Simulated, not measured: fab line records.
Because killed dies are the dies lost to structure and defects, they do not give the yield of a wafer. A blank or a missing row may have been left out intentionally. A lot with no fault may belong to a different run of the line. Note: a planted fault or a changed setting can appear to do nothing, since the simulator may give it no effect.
Split-lot trial || flow sky130 || route with 708 steps; 5 lots, 23 wafers read

## ON THE SPLIT
At SKY_METAL4_DEVELOP_12 (develop time 60 s), the setting develop-time-s was moved away from the recipe's 60 s on 9 of the 23 wafers read, by -13.2% to +11.3%. The other wafers ran this setting at the recipe's value.

The file shows no step between the split and the reading.

## THE READING
METAL4.cd-nm (the simulator's own value, which no gauge read), in nm, at SKY_METAL4_DESCUM_15 (chemistry O2, time 8 s). There is no usual value for it anywhere in the file. Here, 14 wafers ran the recipe; their average is 300.6 nm with a standard deviation of 0.9 nm.

{"wafer": "L077.1", "tool, chamber at the split": "litho-track-02, 0", "develop-time-s as run, s": 52.68, "against the recipe": "-12.2%", "METAL4.cd-nm, nm": 304.6, "against lot-mates on the recipe": "+3.7"}
{"wafer": "L077.2", "tool, chamber at the split": "litho-track-02, 0", "develop-time-s as run, s": 60, "against the recipe": "recipe", "METAL4.cd-nm, nm": 300, "against lot-mates on the recipe": "-"}
{"wafer": "L077.3", "tool, chamber at the split": "litho-track-02, 0", "develop-time-s as run, s": 52.68, "against the recipe": "-12.2%", "METAL4.cd-nm, nm": 303.4, "against lot-mates on the recipe": "+2.4"}
{"wafer": "L077.4", "tool, chamber at the split": "litho-track-02, 0", "develop-time-s as run, s": 52.68, "against the recipe": "-12.2%", "METAL4.cd-nm, nm": 303.7, "against lot-mates on the recipe": "+2.8"}
{"wafer": "L077.5", "tool, chamber at the split": "litho-track-02, 0", "develop-time-s as run, s": 60, "against the recipe": "recipe", "METAL4.cd-nm, nm": 301.9, "against lot-mates on the recipe": "-"}
{"wafer": "L079.1", "tool, chamber at the split": "litho-track-04, 0", "develop-time-s as run, s": 52.07, "against the recipe": "-13.2%", "METAL4.cd-nm, nm": 304.9, "against lot-mates on the recipe": "+3.4"}
{"wafer": "L079.2", "tool, chamber at the split": "litho-track-04, 0", "develop-time-s as run, s": 52.07, "against the recipe": "-13.2%", "METAL4.cd-nm, nm": 303.1, "against lot-mates on the recipe": "+1.6"}
{"wafer": "L079.3", "tool, chamber at the split": "litho-track-04, 0", "develop-time-s as run, s": 52.07, "against the recipe": "-13.2%", "METAL4.cd-nm, nm": 305, "against lot-mates on the recipe": "+3.5"}
{"wafer": "L079.4", "tool, chamber at the split": "litho-track-04, 0", "develop-time-s as run, s": 60, "against the recipe": "recipe", "METAL4.cd-nm, nm": 301.6, "against lot-mates on the recipe": "-"}
{"wafer": "L079.5", "tool, chamber at the split": "litho-track-04, 0", "develop-time-s as run, s": 60, "against the recipe": "recipe", "METAL4.cd-nm, nm": 301.4, "against lot-mates on the recipe": "-"}
{"wafer": "L080.2", "tool, chamber at the split": "litho-track-01, 0", "develop-time-s as run, s": 60, "against the recipe": "recipe", "METAL4.cd-nm, nm": 300, "against lot-mates on the recipe": "-"}
{"wafer": "L080.3", "tool, chamber at the split": "litho-track-01, 0", "develop-time-s as run, s": 66.8, "against the recipe": "+11.3%", "METAL4.cd-nm, nm": 297.2, "against lot-mates on the recipe": -2.1}
{"wafer": "L080.6", "tool, chamber at the split": "litho-track-01, 0", "develop-time-s as run, s": 66.8, "against the recipe": "+11.3%", "METAL4.cd-nm, nm": 297.2, "against lot-mates on the recipe": -2.1}
{"wafer": "L080.4", "tool, chamber at the split": "litho-track-01, 0", "develop-time-s as run, s": 66.8, "against the recipe": "+11.3%", "METAL4.cd-nm, nm": 296.9, "against lot-mates on the recipe": -2.4}
{"wafer": "L080.5", "tool, chamber at the split": "litho-track-01, 0", "develop-time-s as run, s": 60, "against the recipe": "recipe", "METAL4.cd-nm, nm": 298.6, "against lot-mates on the recipe": "-"}
{"wafer": "L083.1", "tool, chamber at the split": "litho-track-02, 0", "develop-time-s as run, s": 60, "against the recipe": "recipe", "METAL4.cd-nm, nm": 300.7, "against lot-mates on the recipe": "-"}
{"wafer": "L083.3", "tool, chamber at the split": "litho-track-02, 0", "develop-time-s as run, s": 60, "against the recipe": "recipe", "METAL4.cd-nm, nm": 301.5, "against lot-mates on the recipe": "-"}
{"wafer": "L083.4", "tool, chamber at the split": "litho-track-02, 0", "develop-time-s as run, s": 60, "against the recipe": "recipe", "METAL4.cd-nm, nm": 300.1, "against lot-mates on the recipe": "-"}
{"wafer": "L083.5", "tool, chamber at the split": "litho-track-02, 0", "develop-time-s as run, s": 60, "against the recipe": "recipe", "METAL4.cd-nm, nm": 300.9, "against lot-mates on the recipe": "-"}
{"wafer": "L083.6", "tool, chamber at the split": "litho-track-02, 0", "develop-time-s as run, s": 60, "against the recipe": "recipe", "METAL4.cd-nm, nm": 301.6, "against lot-mates on the recipe": "-"}
{"wafer": "L085.1", "tool, chamber at the split": "litho-track-04, 0", "develop-time-s as run, s": 60, "against the recipe": "recipe", "METAL4.cd-nm, nm": 300.2, "against lot-mates on the recipe": "-"}
{"wafer": "L085.2", "tool, chamber at the split": "litho-track-04, 0", "develop-time-s as run, s": 60, "against the recipe": "recipe", "METAL4.cd-nm, nm": 299.8, "against lot-mates on the recipe": "-"}
{"wafer": "L085.4", "tool, chamber at the split": "litho-track-04, 0", "develop-time-s as run, s": 60, "against the recipe": "recipe", "METAL4.cd-nm, nm": 300, "against lot-mates on the recipe": "-"}

FIT RESULTS
A straight line over all 23 wafers: METAL4.cd-nm changes by -0.288 nm for each +1% of develop-time-s; r = -0.94; the points scatter about the line by 0.84 nm.
The same after taking each lot's own level away (the mean of its wafers on the recipe; 23 wafers): -0.215 nm for each +1%; r = -0.94; scatter 0.61 nm.
According to that fit, moving develop-time-s by its largest amount changes the reading by 2.8 nm.
The span of the lots' own levels, 299.30 to 301.50 nm, comes to 2.4 times the standard deviation stated above.
So the slope is not independent of the lot-to-lot level: the two fits are not the same.
Check: +2.84 nm against its lot-mates is what the line predicts for one of the wafers moved furthest among these (-13.2%) when that wafer is left out of the fit. Against them it came out at +3.4 nm.

## THESE WAFERS: OTHER SPLITS
These wafers also went through other splits before the reading. Each is held against what the fit with the lots' levels taken away leaves over:
{"other split on the same wafers": "SKY_CAPM_DEVELOP_11 dev-temp-c", "wafers away from the commonest value": 8, "r with METAL4.cd-nm (lot level and that fit taken away)": -0.17}
{"other split on the same wafers": "SKY_VIA3_HDPCVD_00 time-s", "wafers away from the commonest value": 6, "r with METAL4.cd-nm (lot level and that fit taken away)": "+0.27"}
{"other split on the same wafers": "SKY_VIA3_STRIP_16 pressure-mtorr", "wafers away from the commonest value": 18, "r with METAL4.cd-nm (lot level and that fit taken away)": -0.10}
{"other split on the same wafers": "SKY_CAP2M_COAT_07 resist-thk-nm", "wafers away from the commonest value": 10, "r with METAL4.cd-nm (lot level and that fit taken away)": "+0.17"}
{"other split on the same wafers": "SKY_CAP2M_METAL_ETCH_13 time-s", "wafers away from the commonest value": 7, "r with METAL4.cd-nm (lot level and that fit taken away)": "+0.07"}

## FILE'S OWN FIT
METAL4.cd-nm changes by -0.216 nm for each +1% of develop-time-s, r = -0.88.
